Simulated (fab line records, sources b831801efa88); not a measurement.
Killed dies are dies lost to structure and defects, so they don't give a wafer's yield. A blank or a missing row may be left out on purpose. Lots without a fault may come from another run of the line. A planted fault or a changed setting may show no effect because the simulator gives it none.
Which tool did it? | flow gf180mcu | 7 lots, 21 wafers sampled, at 2 steps of a route of 602

WHAT THE GAUGES READ, wafer by wafer
GF_VT_IMPLANT_TW_MEAS_43.
lot  | measured     | on            | VT_IMPLANT_4_TW
L744 | day 8 09:07  | film_metro-04 | 697 694 694
L746 | day 9 00:23  | film_metro-02 | 685 685 685
L748 | day 9 13:27  | film_metro-04 | 703 702 700
L750 | day 10 00:27 | film_metro-02 | 689 692 691
L754 | day 11 03:35 | film_metro-02 | 853 856 854
L761 | day 13 05:46 | film_metro-01 | 695 695 702
L764 | day 14 07:10 | film_metro-02 | 693 696 693

WHICH TOOL RAN EACH LOT (tool, then ch and the chambers of the sampled wafers, then the start)
lot  | GF_VT_IMPLANT_IMPLANT_41
L744 | implanter-03 ch 0, day 8 08:53
L746 | implanter-03 ch 0, day 9 00:08
L748 | implanter-03 ch 0, day 9 13:13
L750 | implanter-01 ch 0, day 10 00:13
L754 | implanter-03 ch 0, day 11 02:53
L761 | implanter-01 ch 0, day 13 05:31
L764 | implanter-04 ch 0, day 14 06:55
- GF_VT_IMPLANT_IMPLANT_41

THE ANSWER, worked out from the rows above alone
Rule: what is usual is taken from the lots themselves. Put in order of their means at a reading, lots are off if they are a third of the lots or fewer, leave a main group of 4 or more, and stand apart from it by a gap of 3 or more times the standard deviation of the main group's means; of several such gaps the widest counts. A main group whose means are all the same, to the digits that the tables above print for the reading, isn't used. A lot without any number at a reading at which 4 lots or more have one is off too. The other lots that the step has rows for count as sound.
Off: L754, at GF_VT_IMPLANT_TW_MEAS_43 (VT_IMPLANT_4_TW). The main group: mean 694, standard deviation 5.2.
A tool fits if, at a process step before that reading, it ran every lot that is off, and no sound lot after the first of them. The gauges at GF_VT_IMPLANT_TW_MEAS_43 are tried like those tools. One fits: implanter-03 at GF_VT_IMPLANT_IMPLANT_41. Its last sound lot is L748 (day 9 13:13), its first lot that is off L754 (day 11 02:53): a fault that began between those two fits.

WHAT THE SIMULATOR HAD PUT IN
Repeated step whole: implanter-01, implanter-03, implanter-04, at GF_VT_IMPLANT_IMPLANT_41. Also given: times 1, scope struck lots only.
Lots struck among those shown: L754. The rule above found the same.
